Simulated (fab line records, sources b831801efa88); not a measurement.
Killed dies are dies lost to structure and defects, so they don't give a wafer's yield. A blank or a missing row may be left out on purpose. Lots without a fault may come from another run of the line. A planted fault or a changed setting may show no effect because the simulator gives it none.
fab line records | flow sfq_line
record lots=6 wafers=18 last_day=82
route steps=325 shown M7@289 I7@296
lots that met no fault: from a run of the same line without faults
start_h: hours from the record's first day to the start of the lot's first wafer shown | wait_h: hours since the lot's step before | " the same as in the row above | L1.1+2: a row that stands for several wafers | - no value, or no start given | * or withheld: withheld | < > ~ a bound
route shown NAME@n: a module of which the file shows steps, and the number in the route of the first | usual: mean/standard deviation of fault-free wafers | same: alike in all rows | chamber/n: place in a boat | sites: the reading at each site | _std_site: their standard deviation | _edge_site: outer sites' mean less inner sites' | radius_mm: how far each site lies from the wafer's centre | mask NAME#n: copy n | behind: the tool/chamber that last shaped the wafer | hold: why the lot was held/for how many hours/how that ended | device: the transistor (n, p or np) that didn't switch | end of line: the same wafers' tests at the end of the route | a step without rows: its recipe alone | killed: dies lost to structure and defects at the first sort, not the wafer's yield | map: a wafer's dies, x killed, . not, _ none there
set.NAME: the setting as run; set.NAME@STEP: as run at that earlier step | model.NAME: the simulator's own value behind a step, which no gauge read
lots at some steps of the route; a table a step, a row a wafer
services: from which hour (start_h, from the record's first day; less than 0 if before it) a tool's chamber was out of use, for how many hours, and why
## steps
# step SFQ_TRILAYER_M7_LITHO_PEB_180
# recipe peb_temp_c=115 peb_time_s=60 resist=KrF
# step SFQ_TRILAYER_M7_LITHO_DEVELOP_179
# recipe time_s=60 resist=KrF
# step SFQ_M7_OVL_MEAS_945
# usual M7_OVL=-2/5.3
# columns lot.wafer tool chamber start_h wait_h M7_OVL[nm]
L185.1 overlay-02 - 1644.03 0.1 -3
L185.4 " - " " -9
L185.5 " - " " -5
L186.1 overlay-02 - 1729.38 0.1 0
L186.2 " - " " 2
L186.4 " - " " -2
L189.2 overlay-02 - 1742.58 0.1 2
L189.3 " - " " -1
L189.4 " - " " -2
L190.2 overlay-01 - 1745.46 0.1 0
L190.3 " - " " 0
L190.6 " - " " 1
L200.3 overlay-01 - 1825.08 0.1 0
L200.4 " - " " 5
L200.6 " - " " -2
L204.1 overlay-01 - 1885.15 0.1 2
L204.2 " - " " 7
L204.6 " - " " -2
# step SFQ_TRILAYER_M7_BARC_OPEN_METAL_ETCH_229
# recipe mask_material=PR chemistry=O2 target_depth_nm=125 target=BARC icp_w=600 bias_w=80 pressure_mtorr=10 time_s=41.7
# usual drypump_motor_current_A=5.4/0.33 oes_product_au=0.685/0.0044
# columns lot.wafer tool chamber start_h wait_h drypump_motor_current_A oes_product_au rf_hours_counter_h
L185.1 rie_metal-03 0 1644.06 0.0 5.0 0.682 76
L185.4 " 1 " " 5.7 0.690 -
L185.5 " 1 " " 5.7 0.688 -
L186.1 rie_metal-04 1 1729.41 0.0 5.2 0.682 99
L186.2 " 0 " " 5.5 0.695 84
L186.4 " 1 " " 5.2 0.683 -
L189.2 rie_metal-04 0 1742.61 0.0 5.5 0.682 86
L189.3 " 0 " " 5.5 0.689 -
L189.4 " 1 " " 5.2 0.692 -
L190.2 rie_metal-04 0 1745.49 0.0 5.5 0.686 86
L190.3 " 1 " " 5.2 0.689 -
L190.6 " 1 " " 5.2 0.675 -
L200.3 rie_metal-04 1 1825.13 0.0 5.2 0.690 -
L200.4 " 0 " " 5.5 0.683 -
L200.6 " 1 " " 5.2 0.674 -
L204.1 rie_metal-04 0 1885.18 0.0 5.5 0.682 107
L204.2 " 1 " " 5.2 0.684 119
L204.6 " 1 " " 5.2 0.678 -
# step SFQ_TRILAYER_M7_ETCH_METAL_ETCH_180
# recipe target=Nb stop_on=SiO2 mask_material=PR chemistry=Cl2/Ar target_depth_nm=240 icp_w=600 bias_w=80 pressure_mtorr=10 time_s=120
# usual drypump_motor_current_A=5.4/0.33 oes_product_au=0.892/0.0081
# columns lot.wafer tool chamber start_h wait_h drypump_motor_current_A oes_product_au rf_hours_counter_h
L185.1 rie_metal-03 0 1644.12 0.0 5.0 0.894 76
L185.4 " 1 " " 5.7 0.883 -
L185.5 " 1 " " 5.7 0.886 -
L186.1 rie_metal-04 1 1729.47 0.0 5.2 0.903 99
L186.2 " 0 " " 5.5 0.882 84
L186.4 " 1 " " 5.2 0.886 -
L189.2 rie_metal-04 0 1742.67 0.0 5.5 0.881 86
L189.3 " 0 " " 5.5 0.872 -
L189.4 " 1 " " 5.2 0.888 -
L190.2 rie_metal-04 0 1745.55 0.0 5.5 0.898 86
L190.3 " 1 " " 5.2 0.905 -
L190.6 " 1 " " 5.2 0.892 -
L200.3 rie_metal-04 1 1825.21 0.1 5.2 0.909 -
L200.4 " 0 " " 5.5 0.884 -
L200.6 " 1 " " 5.2 0.888 -
L204.1 rie_metal-04 0 1885.24 0.0 5.5 0.881 107
L204.2 " 1 " " 5.2 0.894 119
L204.6 " 1 " " 5.2 0.900 -
# step SFQ_TRILAYER_M7_STRIP_STRIP_181
# recipe gas=O2 power_w=200 platen_temp_c=40 overash_fraction=0.65 chemistry=O2 pressure_mtorr=50
# usual drypump_motor_current_A=5.4/0.33 oes_product_au=0.998/0.015 platen_temp_c=40.01/0.11
# columns lot.wafer tool chamber start_h wait_h drypump_motor_current_A oes_product_au platen_temp_c rf_hours_counter_h
L185.1 rie_metal-03 0 1644.25 0.1 5.0 1.015 39.99 76
L185.4 " 1 " " 5.7 0.978 40.14 -
L185.5 " 1 " " 5.7 0.982 39.81 -
L186.1 rie_metal-04 1 1729.60 0.1 5.2 1.007 40.06 100
L186.2 " 0 " " 5.5 1.004 40.03 84
L186.4 " 1 " " 5.2 0.999 40.04 -
L189.2 rie_metal-04 0 1742.79 0.1 5.5 0.982 40.05 86
L189.3 " 0 " " 5.5 0.985 39.96 -
L189.4 " 1 " " 5.2 1.003 39.89 -
L190.2 rie_metal-04 0 1745.67 0.1 5.5 0.995 40.07 86
L190.3 " 1 " " 5.2 1.012 40.06 -
L190.6 " 1 " " 5.2 1.014 40.17 -
L200.3 rie_metal-04 1 1825.49 0.2 5.2 0.995 40.10 -
L200.4 " 0 " " 5.5 1.008 40.04 -
L200.6 " 1 " " 5.2 0.997 40.09 -
L204.1 rie_metal-04 0 1885.37 0.1 5.5 0.993 40.10 107
L204.2 " 1 " " 5.2 1.011 40.18 119
L204.6 " 1 " " 5.2 1.012 40.14 -
# step SFQ_TRILAYER_M7_STRIP_SOLV_CLEAN_182
# recipe chemistry=NMP temp_c=70 time_s=600
# step SFQ_TRILAYER_I7_DEP_PECVD_183
# recipe material=SiO2 temp_c=150 time_s=111.11 pressure_torr=2.4 rf_w=183.3 precursor=SiH4/N2O target_thk_nm=500
# usual heater_power_w=81/15 throttle_valve_pct=24.9/2.1
# columns lot.wafer tool chamber start_h wait_h heater_power_w throttle_valve_pct
L185.1 pecvd-02 1 1645.23 0.0 90 22.7
L185.4 " 1 " " 90 22.6
L185.5 " 0 " " 66 24.5
L186.1 pecvd-02 2 1730.37 0.0 68 24.2
L186.2 " 1 " " 88 22.7
L186.4 " 2 " " 71 24.1
L189.2 pecvd-02 2 1743.57 0.0 76 24.1
L189.3 " 0 " " 80 24.6
L189.4 " 2 " " 63 23.9
L190.2 pecvd-01 0 1746.45 0.0 65 26.8
L190.3 " 1 " " 115 28.8
L190.6 " 2 " " 78 26.0
L200.3 pecvd-03 0 1826.07 0.0 99 23.2
L200.4 " 1 " " 66 23.9
L200.6 " 0 " " 102 23.0
L204.1 pecvd-01 1 1886.14 0.0 115 29.1
L204.2 " 2 " " 72 26.0
L204.6 " 1 " " 119 28.8
# step SFQ_TRILAYER_I7_CMP_CMP_184
# recipe material=SiO2 down_force_psi=3 platen_rpm=60 pad_velocity_m_s=0.94248
# usual motor_current_A=9.4/0.86 time_to_endpoint_s=214/8.6
# columns lot.wafer tool chamber start_h wait_h motor_current_A time_to_endpoint_s
L185.1 cmp-02 1 1651.95 6.7 10.3 209
L185.4 " 2 " " 8.2 207
L185.5 " 2 1654.45 9.1 8.4 211
L186.4 cmp-02 3 1730.95 0.5 9.8 208
L186.1 " 0 " " 8.8 224
L186.2 " 1 " " 10.0 214
L189.3 cmp-02 3 1743.65 0.0 9.8 210
L189.4 " 1 1744.65 1.0 9.9 221
L189.2 " 2 " " 8.3 215
L190.3 cmp-01 0 1748.69 2.2 10.0 216
L190.2 " 1 " " 8.6 221
L190.6 " 2 " " 10.1 224
L200.4 cmp-01 2 1829.06 2.9 9.8 204
L200.3 " 1 1830.56 4.5 8.5 216
L200.6 " 2 " " 9.9 219
L204.2 cmp-01 1 1887.71 1.5 8.8 202
L204.1 " 2 " " 10.1 207
L204.6 " 3 " " 11.1 221
# step SFQ_I7_BOW_MEAS_946
# recipe mode=bow
# usual I7_BOW=9/13
# columns lot.wafer tool chamber start_h wait_h I7_BOW[um]
L185.1 film_metro-03 - 1654.95 2.5 2
L185.4 " - " " 2
L185.5 " - " " -11
L186.1 film_metro-03 - 1733.45 1.5 16
L186.2 " - " " 24
L186.4 " - " " 20
L189.2 film_metro-01 - 1746.67 1.0 -4
L189.3 " - " " 5
L189.4 " - " " -1
L190.2 film_metro-03 - 1750.71 1.0 -12
L190.3 " - " " -5
L190.6 " - " " -3
L200.3 film_metro-03 - 1832.10 1.0 14
L200.4 " - " " -3
L200.6 " - " " 8
L204.1 film_metro-02 - 1889.71 1.0 6
L204.2 " - " " 7
L204.6 " - " " -12
# step SFQ_TRILAYER_I7_METRO_MEASURE_185
# step SFQ_TRILAYER_I7_VIA_LITHO_COAT_192
# recipe resist=BARC spin_rpm=3000 resist_thk_nm=62
# step SFQ_TRILAYER_I7_VIA_LITHO_COAT_187
# recipe resist=KrF spin_rpm=3000 resist_thk_nm=650
# columns lot.wafer tool chamber start_h wait_h model.KrF_of_TRILAYER_I7_VIA_LITHO_COAT_187.thk_nm
L185.1+5 litho_track-01 0 1656.57 0.2 653.5
L185.4 " 0 " " 653.7
L186.1 litho_track-01 0 1735.07 0.2 649
L186.2 " 0 " " 648.1
L186.4 " 0 " " 648.7
L189.2 litho_track-01 0 1748.32 0.2 716.1
L189.3 " 0 " " 711.1
L189.4 " 0 " " 715.2
L190.2 litho_track-01 0 1752.36 0.2 714.9
L190.3 " 0 " " 714.2
L190.6 " 0 " " 714.3
L200.3 litho_track-02 0 1833.78 0.2 651.5
L200.4 " 0 " " 650.4
L200.6 " 0 " " 650.3
L204.1 litho_track-01 0 1891.33 0.2 651.8
L204.2 " 0 " " 651.4
L204.6 " 0 " " 654.8
# step SFQ_TRILAYER_I7_VIA_LITHO_SOFTBAKE_191
# recipe temp_c=withheld time_s=withheld resist=KrF
# step SFQ_TRILAYER_I7_VIA_LITHO_EXPOSE_188
# recipe mask_id=I7 na=0.6 source_shape=conventional sigma_outer=0.65 target_cd_nm=1000 dose_mj=21.3
# step SFQ_TRILAYER_I7_VIA_LITHO_PEB_190
# recipe peb_temp_c=115 peb_time_s=60 resist=KrF
# step SFQ_TRILAYER_I7_VIA_LITHO_DEVELOP_189
# recipe time_s=60 resist=KrF
# step SFQ_I7_OVL_MEAS_947
# usual I7_OVL=-1/5.2
# columns lot.wafer tool chamber start_h wait_h I7_OVL[nm]
L185.1 overlay-02 - 1658.64 0.1 -4
L185.4 " - " " -6
L185.5 " - " " -4
L186.1 overlay-01 - 1749.56 0.1 7
L186.2 " - " " 6
L186.4 " - " " 11
L189.2 overlay-01 - 1753.16 0.1 0
L189.3 " - " " 1
L189.4 " - " " 6
L190.2 overlay-01 - 1754.36 0.1 -2
L190.3 " - " " 6
L190.6 " - " " -1
L200.3 overlay-01 - 1915.12 0.1 2
L200.4 " - " " 0
L200.6 " - " " 0
L204.1 overlay-01 - 1970.47 0.1 -5
L204.2 " - " " 3
L204.6 " - " " -1
# step SFQ_TRILAYER_I7_VIA_BARC_OPEN_VIA_ETCH_260
# recipe mask_material=PR chemistry=O2 target_depth_nm=125 target=BARC source_w=500 bias_w=80 pressure_mtorr=30 time_s=41.7
# step SFQ_TRILAYER_I7_VIA_ETCH_VIA_ETCH_190
# recipe target=SiO2 stop_on=Nb mask_material=PR taper_deg=20 chemistry=CHF3 target_depth_nm=260 source_w=500 bias_w=80 pressure_mtorr=30 time_s=withheld
# usual drypump_motor_current_A=5.6/0.49 oes_product_au=0.854/0.0051
# columns lot.wafer tool chamber start_h wait_h drypump_motor_current_A oes_product_au model.KrF_of_TRILAYER_I7_VIA_LITHO_COAT_187.thk_nm
L185.1 rie_diel-03 0 1658.72 0.0 5.3 0.856 535
L185.4 " 3 " " 5.2 0.864 527.3
L185.5 " 3 " " 5.2 0.854 527.5
L186.1 rie_diel-04 1 1749.63 0.0 6.0 0.850 524.3
L186.2 " 2 " " 6.1 0.857 527.8
L186.4 " 0 " " 5.1 0.847 529.6
L189.2 rie_diel-04 3 1753.23 0.0 5.6 0.857 595.2
L189.3 " 0 " " 5.1 0.840 591.9
L189.4 " 2 " " 6.1 0.850 594.9
L190.2 rie_diel-03 0 1754.43 0.0 5.3 0.860 596.9
L190.3 " 1 " " 6.7 0.852 591.8
L190.6 " 3 " " 5.2 0.852 588.8
L200.3 rie_diel-04 3 1915.18 0.0 5.6 0.851 529.4
L200.4 " 1 " " 6.0 0.860 526.6
L200.6 " 3 " " 5.6 0.856 528.3
L204.1 rie_diel-03 1 1970.55 0.0 6.7 0.848 528.2
L204.2 " 3 " " 5.3 0.857 527.7
L204.6 " 1 " " 6.7 0.853 531.6
# step SFQ_TRILAYER_I7_VIA_STRIP_STRIP_191
# recipe gas=O2 power_w=200 platen_temp_c=40 overash_fraction=0.65 chemistry=O2 pressure_mtorr=50
## services
# columns tool chamber start_h hours kind
cmp-02 - 1639.70 6.2 pm
pecvd-02 - 1648.35 6.0 pm
rie_diel-04 - 1663.74 2.8 pm
cmp-02 - 1668.41 3.4 repair
cmp-02 - 1677.50 0.4 repair
rie_diel-04 - 1696.26 0.3 repair
rie_diel-04 - 1698.16 28.1 pm
rie_metal-04 0 1703.98 21.4 repair
rie_diel-04 2 1738.62 1.8 repair
cmp-02 - 1749.65 14.0 pm
rie_diel-04 - 1751.19 0.1 repair
cmp-01 - 1756.56 1.3 repair
rie_metal-04 1 1760.67 2.3 repair
rie_diel-03 - 1764.99 15.6 pm
cmp-02 - 1769.68 4.0 pm
rie_metal-04 1 1789.57 9.1 repair
rie_diel-04 0 1790.43 1.3 repair
cmp-02 - 1820.01 4.5 pm
rie_diel-04 1 1846.59 7.2 repair
pecvd-02 1 1847.74 9.2 repair
rie_diel-04 2 1851.06 43.0 repair
rie_diel-03 0 1854.11 6.6 repair
rie_diel-04 0 1866.34 15.9 repair
rie_diel-04 - 1881.30 0.5 repair
## key
first_sign none at tools or gauges
model_effect step=SFQ_TRILAYER_I7_VIA_LITHO_COAT_187 value=KrF_of_TRILAYER_I7_VIA_LITHO_COAT_187.thk_nm without=649.8 struck=714.3
model_effect step=SFQ_TRILAYER_I7_VIA_ETCH_VIA_ETCH_190 value=KrF_of_TRILAYER_I7_VIA_LITHO_COAT_187.thk_nm without=528.8 struck=593.3
met_at SFQ_TRILAYER_I7_VIA_LITHO_COAT_187
struck_wafers L189.2,L189.3,L189.4,L190.2,L190.3,L190.6
onset_between 1735.07 1748.32
fault kind=process_parameter_drift tool=litho_track-01 chamber=- onset_h=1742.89 steps=SFQ_TRILAYER_I7_VIA_LITHO_COAT_187 channel=resist_thk_nm offset=64.525 shape=step end_h=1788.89 acts_in=these_recipes_only stated=650
